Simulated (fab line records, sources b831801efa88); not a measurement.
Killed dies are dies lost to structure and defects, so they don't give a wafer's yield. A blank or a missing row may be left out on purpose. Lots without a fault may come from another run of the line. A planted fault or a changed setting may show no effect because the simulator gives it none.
Which tool did it? | flow gf180mcu | 12 lots, 36 wafers sampled, at 6 steps of a route of 602

WHAT THE GAUGES READ, wafer by wafer
GF_TOP_METAL_CD_MEAS_14: target cd 440 nm.
lot  | measured     | on        | cd_nm (nm)
L075 | day 28 04:35 | cd_sem-01 | 441.5 440.3 440.3
L077 | day 29 00:15 | cd_sem-02 | 441.0 439.3 438.6
L079 | day 29 12:09 | cd_sem-02 | 441.3 440.7 440.6
L081 | day 30 10:49 | cd_sem-02 | 439.5 439.9 439.9
L083 | day 30 16:53 | cd_sem-02 | 441.0 444.0 444.3
L085 | day 31 11:39 | cd_sem-02 | 442.6 443.9 442.5
L087 | day 32 00:19 | cd_sem-02 | 441.2 440.9 441.1
L089 | day 32 16:44 | cd_sem-01 | 437.9 438.7 438.3
L091 | day 33 00:32 | cd_sem-01 | 439.3 439.6 440.1
L093 | day 33 11:36 | cd_sem-01 | 440.7 439.7 440.9
L095 | day 33 20:25 | cd_sem-02 | 439.4 439.8 438.3
L097 | day 34 09:41 | cd_sem-01 | 439.2 437.4 440.4

WHICH TOOL RAN EACH LOT (tool, then ch and the chambers of the sampled wafers, then the start)
lot  | GF_V4_CMP_26                  | GF_MIM_SPUTTER_01            | GF_M5_ETCH_09                      | GF_V5_CMP_04                  | GF_V5_SPUTTER_21
L075 | cmp-01 ch 1,3, day 24 12:14   | pvd_sputter-02, day 24 12:38 | rie_diel-01 ch 1,2,3, day 26 08:16 | cmp-02 ch 0,2,3, day 26 09:21 | pvd_sputter-02, day 27 07:31
L077 | cmp-01 ch 0,1,3, day 25 10:58 | pvd_sputter-02, day 25 11:19 | rie_diel-04 ch 0,2,3, day 27 05:56 | cmp-01 ch 0,1,3, day 27 06:56 | pvd_sputter-02, day 28 04:23
L079 | cmp-01 ch 1,3, day 26 01:08   | pvd_sputter-01, day 26 01:32 | rie_diel-01 ch 1,3, day 27 18:42   | cmp-01 ch 1,2, day 27 19:41   | pvd_sputter-04, day 28 16:37
L081 | cmp-01 ch 0,3, day 27 01:05   | pvd_sputter-01, day 27 01:29 | rie_diel-01 ch 1,2, day 28 18:42   | cmp-02 ch 0,3, day 28 19:43   | pvd_sputter-04, day 29 15:23
L083 | cmp-02 ch 0,3, day 27 08:28   | pvd_sputter-01, day 27 08:52 | rie_diel-01 ch 0,3, day 29 00:19   | cmp-02 ch 0,1, day 29 01:19   | pvd_sputter-04, day 29 21:42
L085 | cmp-01 ch 0,2, day 28 04:38   | pvd_sputter-02, day 28 05:02 | rie_diel-03 ch 0,1,2, day 29 20:08 | cmp-02 ch 1,3, day 29 21:10   | pvd_sputter-01, day 30 17:14
L087 | cmp-02 ch 0,1,2, day 28 20:19 | pvd_sputter-03, day 28 20:34 | rie_diel-03 ch 2,3, day 30 10:50   | cmp-02 ch 0,1,3, day 30 11:57 | pvd_sputter-04, day 31 06:48
L089 | cmp-02 ch 0,2,3, day 29 14:07 | pvd_sputter-01, day 29 14:22 | rie_diel-01 ch 0,1, day 31 03:13   | cmp-01 ch 0,1,3, day 31 04:26 | pvd_sputter-01, day 31 23:08
L091 | cmp-01 ch 0,1,3, day 29 23:05 | pvd_sputter-01, day 29 23:26 | rie_diel-04 ch 0,1,2, day 31 11:55 | cmp-02 ch 1,3, day 31 12:52   | pvd_sputter-04, day 32 07:25
L093 | cmp-01 ch 0,1,2, day 30 13:15 | pvd_sputter-01, day 30 13:39 | rie_diel-01 ch 0,1,3, day 32 00:47 | cmp-01 ch 0,1,2, day 32 01:46 | pvd_sputter-02, day 32 19:12
L095 | cmp-02 ch 0,1,2, day 30 22:16 | pvd_sputter-02, day 30 22:34 | rie_diel-03 ch 0,2,3, day 32 09:43 | cmp-01 ch 1,2,3, day 32 10:44 | pvd_sputter-04, day 33 03:49
L097 | cmp-01 ch 1,2,3, day 31 13:22 | pvd_sputter-02, day 31 13:37 | rie_diel-04 ch 0,1, day 32 23:45   | cmp-01 ch 0,1, day 33 00:46   | pvd_sputter-02, day 33 17:28
- GF_V4_CMP_26: polishes, stops on SiO2, t overpolish 15 s, target thk 0 nm.
- GF_MIM_SPUTTER_01: material TiN, target thk 30 nm, time 25 s.
- GF_M5_ETCH_09: etches Si3N4 in CF4/O2, target depth 52 nm, time 11.6 s.
- GF_V5_CMP_04: polishes SiO2.
- GF_V5_SPUTTER_21: material Ti, target thk 15 nm, time 80.02 s.

THE ANSWER, worked out from the rows above alone
Rule: what is usual is taken from the lots themselves. Put in order of their means at a reading, lots are off if they are a third of the lots or fewer, leave a main group of 4 or more, and stand apart from it by a gap of 3 or more times the standard deviation of the main group's means; of several such gaps the widest counts. A main group whose means are all the same, to the digits that the tables above print for the reading, isn't used. A lot without any number at a reading at which 4 lots or more have one is off too. The other lots that the step has rows for count as sound.
No lot is off at any reading shown: from this, nothing can be told.

WHAT THE SIMULATOR HAD PUT IN
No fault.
